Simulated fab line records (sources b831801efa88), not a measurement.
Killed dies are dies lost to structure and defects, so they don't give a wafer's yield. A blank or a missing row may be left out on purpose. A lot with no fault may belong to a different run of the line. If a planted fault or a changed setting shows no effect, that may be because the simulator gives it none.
Problem report, 8D (eight disciplines) form, completed by code -- flow sky130 -- the parts of the form that need people (team, actions taken, sign-off) are left out

## 1. WHAT IS WRONG
VIA1_HDPCVD_THK at SKY_VIA1_THK_MEAS_01 reads a mean of 364 nm on 3 wafers of 2 lots; wafers without a fault read 1033 nm with a standard deviation of 8.3. Measured from the usual mean, that is -81 standard deviations.
Earliest sighting: wafer L774.2 on film-metro-01 at day 39 04:49. Wafers with a number at this step in the record: 42, from 14 lots. Rule for "out" (also "out of limits"): further than 4 standard deviations from the usual mean. The other wafers with a number count as sound.

## 2. WHAT IT IS; WHAT IT IS NOT
question,is,is not
which readings at this step,VIA1_HDPCVD_THK,-
which lots,"L774, L775","L754, L755, L757, L758, L759, L760, L761, L762, L764, L765, L766, L776"
which wafers of those lots,"L774.2, L774.4, L775.1","L774.3, L775.3, L775.6"
read on which gauges,"film-metro-01, film-metro-03",film-metro-02
when,from day 39 04:49,"up to then (34 sound wafers); but 5 sound wafers of L775, L776 came after"

## 3. WHAT RULES OUT EACH SUSPECT
Counting: a tool at a process step up to the reading stays a suspect if it ran every lot that is out. Sound lots after the first of them don't rule it out here, since some wafers of a struck lot are sound.
- the gauge at SKY_VIA1_THK_MEAS_01 is ruled out. Those wafers that are out were read across 2 gauges (film-metro-01, film-metro-03).
- hdpcvd-02 at SKY_VIA1_HDPCVD_00 (deposits SiO2, target thk 1030 nm, time 171.7 s): kept. It processed each lot that is out (first: L774, day 39 04:42); up to then, its last sound lot is L766 (day 38 23:42).
Remaining after the count: hdpcvd-02 at SKY_VIA1_HDPCVD_00.

## 4. THE CAUSE (what the simulator had put in)
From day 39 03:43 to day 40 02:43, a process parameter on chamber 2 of hdpcvd-02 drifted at SKY_VIA1_HDPCVD_00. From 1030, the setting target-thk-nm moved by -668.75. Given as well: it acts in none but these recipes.
The count eliminated every tool but this one.

## 5. SEQUENCE OF EFFECTS, ordered by route
One row per reading whose mean, taken over the struck wafers that have a number, lies over 3 standard deviations from the usual. Only readings whose record carries a usual standard deviation are examined. hours: median over the lots of the time between each lot's start at the first step of this table that gives one and its start at this step. sigmas: the change, counted in usual standard deviations.
hours,step,reading,usual,on struck wafers,change,sigmas
0,SKY_VIA1_THK_MEAS_01,VIA1_HDPCVD_THK,1033 nm,364,-669,-81

## 6. HOW IT WOULD HAVE BEEN CAUGHT EARLIER
In this record the first reading out of limits at a measuring or inspecting step was taken at day 39 04:49, 1 hour after the fault began at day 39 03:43.
Among the 2 lots that are out, L775 began SKY_VIA1_HDPCVD_00 on hdpcvd-02 after day 39 04:49. It would have been spared by a hold on the tool at that moment.
